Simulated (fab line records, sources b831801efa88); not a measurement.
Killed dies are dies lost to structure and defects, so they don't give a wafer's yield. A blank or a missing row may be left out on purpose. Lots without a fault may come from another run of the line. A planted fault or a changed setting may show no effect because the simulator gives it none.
Chamber matching | flow gf180mcu | GF_CONTACT_ETCH_16 on rie_diel-02: 4 sister chambers
The step etches BARC in N2/H2. 8 wafers are shown with their chamber, then 8 later ones without.

WAFERS WITH THEIR CHAMBER
wafer  | chamber | drypump_motor_current_A (A) | rf_fwd_power_W (W)
L081.6 | 2       | 6.5                         | 495.4
L082.2 | 1       | 5.6                         | 495.3
L086.5 | 0       | 5.7                         | 496.8
L086.6 | 3       | 6.3                         | 494.6
L088.3 | 1       | 5.6                         | 494.4
L088.4 | 3       | 6.4                         | 495.2
L088.5 | 0       | 5.7                         | 494.7
L093.4 | 2       | 6.4                         | 497.4

WAFERS WITHOUT THEIR CHAMBER
wafer  | drypump_motor_current_A (A) | rf_fwd_power_W (W)
L093.5 | 6.4                         | 496.3
L093.6 | 5.7                         | 493.2
L094.3 | 6.3                         | 494.6
L094.4 | 6.5                         | 497.8
L094.6 | 5.7                         | 496.6
L096.1 | 5.7                         | 497.0
L096.2 | 5.6                         | 493.6
L096.3 | 6.3                         | 496.9

WHICH CHAMBER EACH WENT THROUGH
wafer  | from the rows above     | in truth
L093.5 | can't be placed: 2 or 3 | 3
L093.6 | can't be placed: 0 or 1 | 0
L094.3 | 3                       | 3
L094.4 | 2                       | 2
L094.6 | can't be placed: 0 or 1 | 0
L096.1 | can't be placed: 0 or 1 | 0
L096.2 | can't be placed: 1 or 0 | 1
L096.3 | can't be placed: 3 or 2 | 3
Placed correctly: 2 of 8. Can't be placed from these rows: 6 (the true chamber is among the candidates in 6). Placed wrongly: 0.
How it was worked out, from the rows above alone: a wafer's distance from a chamber is the root of the sum, over the readings, of the square of ((its reading less the chamber's mean) divided by the reading's scatter). The wafer belongs to the nearest chamber; if the next one is less than 2 further off, it can't be placed. A chamber's mean is the mean of its shown wafers. The scatter: the root of (the sum of the squares of (reading less its chamber's mean) over the shown wafers, divided by (wafers less chambers)).
